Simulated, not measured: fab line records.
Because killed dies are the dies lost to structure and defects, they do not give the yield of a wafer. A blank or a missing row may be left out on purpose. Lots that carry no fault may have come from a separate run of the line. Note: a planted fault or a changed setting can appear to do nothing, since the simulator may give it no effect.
The same fault as seen by 2 desks || flow sky130 || every desk sees just its own numbers, and what lay behind them comes last

## DESK OF THE TOOL OWNER: implanter-01
The tool's own readings at SKY_VT_ADJUST_PCH_IMPLANT_08, given as means over the sampled wafers that have a number, one for each lot that went through this tool. The brackets show how far a lot's mean lies from the usual mean; more than 4 standard deviations puts the lot out of limits, marked OUT.
Columns: A = beam_on_s at SKY_VT_ADJUST_PCH_IMPLANT_08, usual 10.01 s; B = end_station_pressure_torr at SKY_VT_ADJUST_PCH_IMPLANT_08, usual 5.01e-06 Torr; C = faraday_current_uA at SKY_VT_ADJUST_PCH_IMPLANT_08, usual 2.82
{"lot": "L686", "first seen here": "day 10 21:37", "A": 10.07, "B": 5.00e-06, "C": 2.80}
{"lot": "L692", "first seen here": "day 12 21:03", "A": "12.14 (+11) OUT", "B": "9.23e-05 (+99 or more) OUT", "C": "2.36 (-8.6) OUT"}
{"lot": "L693", "first seen here": "day 13 06:46", "A": "12.06 (+11) OUT", "B": "9.39e-05 (+99 or more) OUT", "C": "2.36 (-8.5) OUT"}
{"lot": "L702", "first seen here": "day 16 03:59", "A": 9.98, "B": 5.01e-06, "C": 2.82}
{"lot": "L703", "first seen here": "day 16 08:53", "A": 10.07, "B": 5.07e-06, "C": 2.79}
{"lot": "L705", "first seen here": "day 17 02:14", "A": 10.03, "B": 4.90e-06, "C": 2.81}
This desk finds L692, L693 out of limits, L692 being first, at day 12 21:03 (beam_on_s at SKY_VT_ADJUST_PCH_IMPLANT_08). In limits: L686, L702, L703, L705.

## FROM THE METROLOGY DESK
Means of the sampled wafers that have a number, per lot and without regard to the tool the lot ran on: this is what the gauges read. The brackets show how far a lot's mean lies from the usual mean; more than 4 standard deviations puts the lot out of limits, marked OUT.
Columns: A = VT_ADJUST_LVTN_01_OVL at SKY_VT_ADJUST_LVTN_OVL_MEAS_18, usual -0.8 nm; B = VT_ADJUST_PCH_TW at SKY_VT_ADJUST_PCH_TW_MEAS_10, usual 141.9; C = SONOS_TUNNEL_OVL at SKY_SONOS_TUNNEL_OVL_MEAS_08, usual 0.4 nm; D = SONOS_ONO_OXIDATION_THK at SKY_SONOS_ONO_THK_MEAS_01, usual 2.61 nm
{"lot": "L686", "first seen here": "day 8 04:43", "A": 2.1, "B": 142.8, "C": -0.1, "D": 2.65}
{"lot": "L687", "first seen here": "day 8 09:31", "A": -0.1, "B": 142.3, "C": 1.1, "D": 2.59}
{"lot": "L688", "first seen here": "day 8 20:46", "A": -2.8, "B": 143.2, "C": -1.6, "D": 2.63}
{"lot": "L692", "first seen here": "day 9 21:10", "A": -0.3, "B": "149.8 (+4.4) OUT", "C": 2.7, "D": 2.59}
{"lot": "L691", "first seen here": "day 9 22:35", "A": -0.5, "B": 141.8, "C": -0.4, "D": 2.52}
{"lot": "L693", "first seen here": "day 10 05:46", "A": -1.4, "B": 147.4, "C": 1.0, "D": 2.52}
{"lot": "L699", "first seen here": "day 12 06:10", "A": -0.1, "B": 140.1, "C": -0.2, "D": 2.62}
{"lot": "L700", "first seen here": "day 12 08:55", "A": -0.5, "B": 142.6, "C": -0.9, "D": 2.61}
{"lot": "L702", "first seen here": "day 12 19:22", "A": -0.4, "B": 144.5, "C": -0.8, "D": 2.70}
{"lot": "L703", "first seen here": "day 13 00:28", "A": -2.2, "B": 144.1, "C": 1.4, "D": 2.66}
{"lot": "L705", "first seen here": "day 13 16:04", "A": 0.1, "B": 140.1, "C": 3.1, "D": 2.55}
{"lot": "L706", "first seen here": "day 14 04:10", "A": -0.5, "B": 139.9, "C": 1.1, "D": 2.75}
{"lot": "L707", "first seen here": "day 14 07:19", "A": -2.6, "B": 139.7, "C": 0.8, "D": 2.50}
Finding of this desk: L692 out of limits, first seen on L692 at day 12 21:16 (VT_ADJUST_PCH_TW at SKY_VT_ADJUST_PCH_TW_MEAS_10). In limits: L686, L687, L688, L691, L693, L699, L700, L702, L703, L705, L706, L707.

## TAKEN TOGETHER
An alarm could have come from the tool owner's desk at day 12 21:03, on L692, L693.
An alarm was possible from the metrology desk at day 12 21:16, on L692.
The metrology desk holds a record of L693, inside its limits.
Every lot named ran SKY_VT_ADJUST_PCH_IMPLANT_08 on implanter-01.

## WHAT WAS PUT IN BY THE SIMULATOR
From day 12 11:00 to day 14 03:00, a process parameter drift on implanter-01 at SKY_VT_ADJUST_PCH_IMPLANT_08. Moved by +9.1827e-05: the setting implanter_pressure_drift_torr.
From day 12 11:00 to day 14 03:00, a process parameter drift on implanter-01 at SKY_VT_ADJUST_PCH_IMPLANT_08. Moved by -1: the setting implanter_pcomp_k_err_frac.
Struck lots among those shown: L692, L693.
Delay (hours) between the fault's onset and each desk's first out-of-limits reading: 10 at the tool owner's desk, 10 at the metrology desk.
